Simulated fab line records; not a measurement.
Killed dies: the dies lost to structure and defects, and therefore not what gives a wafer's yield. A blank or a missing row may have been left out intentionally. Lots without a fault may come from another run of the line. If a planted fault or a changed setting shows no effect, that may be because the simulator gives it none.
fab line records    flow gf180mcu    part 2 of 2: steps 30 to 40 of 40
[record] lots = 5  wafers = 15  last_day = 34
route steps=602 shown MIM@508 M5@526 V5@540
lots that met no fault: from a run of the same line without faults
start_h: start of the lot's first displayed wafer, in hours after the record's first day    wait_h: hours since the lot's step before    " repeats the value in the row above    L1.1+2: one row covering several wafers at once    - value missing, or start not given    * or withheld: withheld    < > ~ a bound
route shown NAME@n: a module of which the file shows steps, and the number in the route of the first    usual: mean/standard deviation of fault-free wafers    same: alike in all rows    chamber/n: place in a boat    sites: each site's reading    _std_site: how widely they spread, as a standard deviation    _edge_site: the outer-site mean with the inner-site mean subtracted    radius_mm: for every site, how far away it sits from the centre of the wafer    mask NAME#n: copy n    behind: tool/chamber where the wafer was last shaped    hold: why the lot was held/for how many hours/how that ended    device: names the non-switching transistor (n, p or np)    end of line: the same wafers' tests at the end of the route    a step with no rows: only its recipe    killed: not the wafer's yield, but the dies lost to structure and defects at the first sort    map: a wafer's dies, x killed, . not, _ none there
set.NAME: the setting as run; set.NAME@STEP: as run at that earlier step    model.NAME: the simulator's own value behind a step, which no gauge read
lots at selected steps of the route; one table per step, one row per wafer
services: the hour from which a tool's chamber was out of use, counted from the record's first day as start_h (under 0 if before that day), plus the number of hours and why
[[steps]]
[step GF_M5_STRIP_11]
[recipe] chemistry = O2/N2  power_w = 1400  pressure_mtorr = 1500  platen_temp_c = 250  o2_flow_sccm = 3000  n2_flow_sccm = 300  overash_fraction = 0.5
[usual] drypump_motor_current_A = 5.6/0.46  heater_power_w = 326/26  oes_product_au = 0.545/0.0053  strip_time_to_endpoint_s = 7.57/0.045
lot.wafer  tool             chamber  start_h  wait_h  drypump_motor_current_A  heater_power_w  oes_product_au  rf_hours_counter_h  strip_time_to_endpoint_s
L079.1     plasma_asher-04  1        647.00   0.1     5.4                      347             0.555           58                  7.59
L079.3     "                1        "        "       5.4                      347             0.549           -                   7.50
L079.4     "                0        "        "       6.3                      320             0.538           -                   7.63
L083.1     plasma_asher-04  0        676.48   0.1     6.3                      317             0.543           62                  7.53
L083.2     "                1        "        "       5.4                      345             0.533           62                  7.54
L083.6     "                0        "        "       6.3                      314             0.540           -                   7.48
L086.4     plasma_asher-04  1        700.31   0.1     5.4                      350             0.549           -                   7.62
L086.5     "                0        "        "       6.3                      315             0.550           -                   7.63
L086.6     "                1        "        "       5.4                      346             0.547           -                   7.60
L094.3     plasma_asher-03  0        752.21   0.1     6.1                      287             0.543           -                   7.55
L094.5     "                1        "        "       5.7                      333             0.544           -                   7.63
L094.6     "                0        "        "       6.1                      279             0.547           -                   7.60
L095.1     plasma_asher-04  1        756.84   0.1     5.3                      353             0.548           71                  7.59
L095.2     "                0        "        "       6.2                      310             0.546           71                  7.55
L095.6     "                1        "        "       5.3                      341             0.553           -                   7.53
[step GF_M5_STRIP_12]
[recipe] chemistry = post_etch_residue_remover  time_s = 1200  temp_c = 72.5
[usual] bath_heat_duty_pct = 15.7/1.5
lot.wafer  tool          chamber  start_h  wait_h  bath_heat_duty_pct
L079.1     wet_bench-02  0        647.10   0.1     14.4
L079.3     "             0        "        "       15.4
L079.4     "             0        "        "       15.5
L083.1     wet_bench-01  2        676.58   0.1     16.6
L083.2     "             2        "        "       16.8
L083.6     "             2        "        "       19.1
L086.4     wet_bench-01  2        700.38   0.0     17.8
L086.5     "             2        "        "       17.6
L086.6     "             2        "        "       16.9
L094.3     wet_bench-02  2        752.28   0.0     12.4
L094.5     "             2        "        "       14.4
L094.6     "             2        "        "       14.2
L095.1     wet_bench-02  1        756.94   0.1     14.4
L095.2     "             1        "        "       16.4
L095.6     "             1        "        "       14.3
[step GF_M5_CLEAN_13]
[recipe] chemistry = DIW  dry = n2_spin
lot.wafer   tool          chamber  start_h  wait_h
L079.1+3+4  wet_bench-01  3        647.44   0.0
L083.1+2+6  wet_bench-03  0        676.92   0.0
L086.4+5+6  wet_bench-03  0        700.75   0.0
L094.3+5+6  wet_bench-01  3        752.62   0.0
L095.1+2+6  wet_bench-02  0        757.29   0.0
[step GF_V5_CVD_00]
[recipe] material = SiO2  target_thk_nm = 300  sigma_open_frac = 0.3  temp_c = 400  time_s = 50  sih4_flow_sccm = 60  pressure_mtorr = 6
[usual] sih4_flow_sccm = 59.97/0.18
lot.wafer  tool       chamber  start_h  wait_h  sih4_flow_sccm
L079.1     hdpcvd-02  0        647.53   0.0     59.94
L079.3     "          1        "        "       59.64
L079.4     "          0        "        "       59.80
L083.1     hdpcvd-01  2        677.01   0.0     60.10
L083.2     "          1        "        "       60.00
L083.6     "          0        "        "       60.03
L086.4     hdpcvd-01  2        700.87   0.0     59.91
L086.5     "          0        "        "       59.90
L086.6     "          1        "        "       60.06
L094.3     hdpcvd-01  2        752.71   0.0     59.96
L094.5     "          2        "        "       59.97
L094.6     "          0        "        "       60.12
L095.1     hdpcvd-02  1        757.38   0.0     60.31
L095.2     "          0        "        "       59.89
L095.6     "          0        "        "       59.94
[step GF_V5_THK_MEAS_01]
[recipe] reads = SiO2_of_V5_CVD_00
[usual] V5_CVD_00_THK = 300/3
lot.wafer  tool           chamber  start_h  wait_h  V5_CVD_00_THK[nm]
L079.1     film_metro-02  -        647.57   0.0     295
L079.3     "              -        "        "       297
L079.4     "              -        "        "       297
L083.1     film_metro-01  -        677.06   0.0     300
L083.2     "              -        "        "       301
L083.6     "              -        "        "       298
L086.4     film_metro-01  -        700.93   0.0     304
L086.5     "              -        "        "       300
L086.6     "              -        "        "       305
L094.3     film_metro-01  -        752.78   0.0     295
L094.5     "              -        "        "       300
L094.6     "              -        "        "       295
L095.1     film_metro-03  -        757.42   0.0     304
L095.2     "              -        "        "       300
L095.6     "              -        "        "       302
[step GF_V5_CVD_02]
[recipe] material = SiO2  target_thk_nm = 1450  precursor = TEOS  temp_c = 400  time_s = 163.28  rf_w = 600
[usual] heater_power_w = 613/72
lot.wafer  tool      chamber  start_h  wait_h  heater_power_w
L079.1     pecvd-01  2        647.63   0.1     633
L079.3     "         0        "        "       690
L079.4     "         2        "        "       709
L083.1     pecvd-01  2        677.12   0.1     749
L083.2     "         1        "        "       625
L083.6     "         0        "        "       635
L086.4     pecvd-04  1        701.01   0.1     570
L086.5     "         0        "        "       462
L086.6     "         2        "        "       547
L094.3     pecvd-01  0        752.82   0.0     611
L094.5     "         1        "        "       493
L094.6     "         0        "        "       656
L095.1     pecvd-03  1        757.48   0.1     695
L095.2     "         0        "        "       621
L095.6     "         1        "        "       568
[step GF_V5_THK_MEAS_03]
[recipe] reads = SiO2_of_V5_CVD_02
[usual] V5_CVD_02_THK = 1451/19
lot.wafer  tool           chamber  start_h  wait_h  V5_CVD_02_THK[nm]
L079.1     film_metro-03  -        647.74   0.1     1442
L079.3     "              -        "        "       1429
L079.4     "              -        "        "       1465
L083.1     film_metro-03  -        677.23   0.1     1407
L083.2     "              -        "        "       1431
L083.6     "              -        "        "       1452
L086.4     film_metro-03  -        701.09   0.0     1453
L086.5     "              -        "        "       1456
L086.6     "              -        "        "       1433
L094.3     film_metro-02  -        752.94   0.1     1436
L094.5     "              -        "        "       1467
L094.6     "              -        "        "       1462
L095.1     film_metro-01  -        757.59   0.1     1435
L095.2     "              -        "        "       1459
L095.6     "              -        "        "       1476
[step GF_V5_CMP_04]
[recipe] material = SiO2  down_force_psi = 4  platen_rpm = 60  pad_velocity_m_s = 0.94248
[usual] motor_current_A = 12.8/1.2
lot.wafer  tool    chamber  start_h  wait_h  motor_current_A
L079.4     cmp-01  0        647.80   0.0     10.3
L079.1     "       1        "        "       13.5
L079.3     "       3        "        "       12.7
L083.2     cmp-01  1        677.29   0.0     13.3
L083.1     "       2        "        "       13.9
L083.6     "       2        "        "       14.4
L086.4     cmp-02  2        701.12   0.0     13.2
L086.5     "       2        "        "       13.7
L086.6     "       3        "        "       11.9
L094.3     cmp-01  3        753.13   0.2     13.2
L094.6     "       0        "        "       9.8
L094.5     "       1        "        "       13.2
L095.1     cmp-02  2        757.65   0.1     14.4
L095.2     "       3        "        "       12.8
L095.6     "       3        "        "       12.7
[step GF_V5_BOW_MEAS_05]
[recipe] mode = bow
[usual] V5_BOW = 134/10
lot.wafer  tool           chamber  start_h  wait_h  V5_BOW[um]
L079.1     film_metro-03  -        648.10   0.2     127
L079.3     "              -        "        "       117
L079.4     "              -        "        "       117
L083.1     film_metro-01  -        677.59   0.2     116
L083.2     "              -        "        "       115
L083.6     "              -        "        "       115
L086.4     film_metro-02  -        701.48   0.3     123
L086.5     "              -        "        "       127
L086.6     "              -        "        "       118
L094.3     film_metro-03  -        753.32   0.1     144
L094.5     "              -        "        "       141
L094.6     "              -        "        "       138
L095.1     film_metro-01  -        757.95   0.2     141
L095.2     "              -        "        "       142
L095.6     "              -        "        "       143
[step GF_V5_DEHYDRATE_06]
[recipe] temp_c = 200  time_s = 60
lot.wafer   tool            chamber  start_h  wait_h
L079.1+3+4  litho_track-01  0        657.19   9.1
L083.1+2+6  litho_track-03  0        686.37   8.8
L086.4+5+6  litho_track-01  0        710.11   8.6
L094.3+5+6  litho_track-02  0        761.07   7.7
L095.1+2+6  litho_track-03  0        765.52   7.6
[step GF_V5_HMDS_07]
[recipe] prime_time_s = 60  prime_temp_c = 120
lot.wafer   tool            chamber  start_h  wait_h
L079.1+3+4  litho_track-01  0        657.34   0.1
L083.1+2+6  litho_track-03  0        686.52   0.1
L086.4+5+6  litho_track-01  0        710.26   0.1
L094.3+5+6  litho_track-02  0        761.22   0.1
L095.1+2+6  litho_track-03  0        765.67   0.1
[[services]]
tool              chamber  start_h  hours  kind
wet_bench-03      -        591.91   1.9    pm
rie_metal-04      -        597.22   28.1   pm
pvd_sputter-01    -        600.69   5.3    repair
pvd_sputter-04    -        603.04   1.2    repair
pecvd-01          -        603.05   0.6    repair
cmp-01            -        604.04   0.4    repair
krf_scanner-02    -        604.31   1.3    pm
plasma_asher-02   -        605.46   2.7    repair
iline_stepper-01  -        606.71   13.6   repair
pvd_sputter-01    -        609.77   1.6    repair
rie_diel-03       -        610.30   0.6    repair
wet_bench-02      -        610.71   25.6   pm
rie_metal-01      1        612.01   3.9    repair
cmp-01            -        612.61   7.9    repair
rie_diel-03       -        613.36   0.7    repair
krf_scanner-02    -        617.05   0.8    repair
pvd_sputter-01    -        621.88   10.5   repair
plasma_asher-02   -        628.24   1.8    repair
rie_metal-01      -        634.34   14.6   pm
wet_bench-02      -        675.31   2.4    repair
rie_metal-04      -        703.76   2.8    pm
pvd_sputter-01    -        713.58   3.1    repair
rie_metal-04      -        719.58   0.5    repair
rie_diel-03       2        757.22   5.4    repair
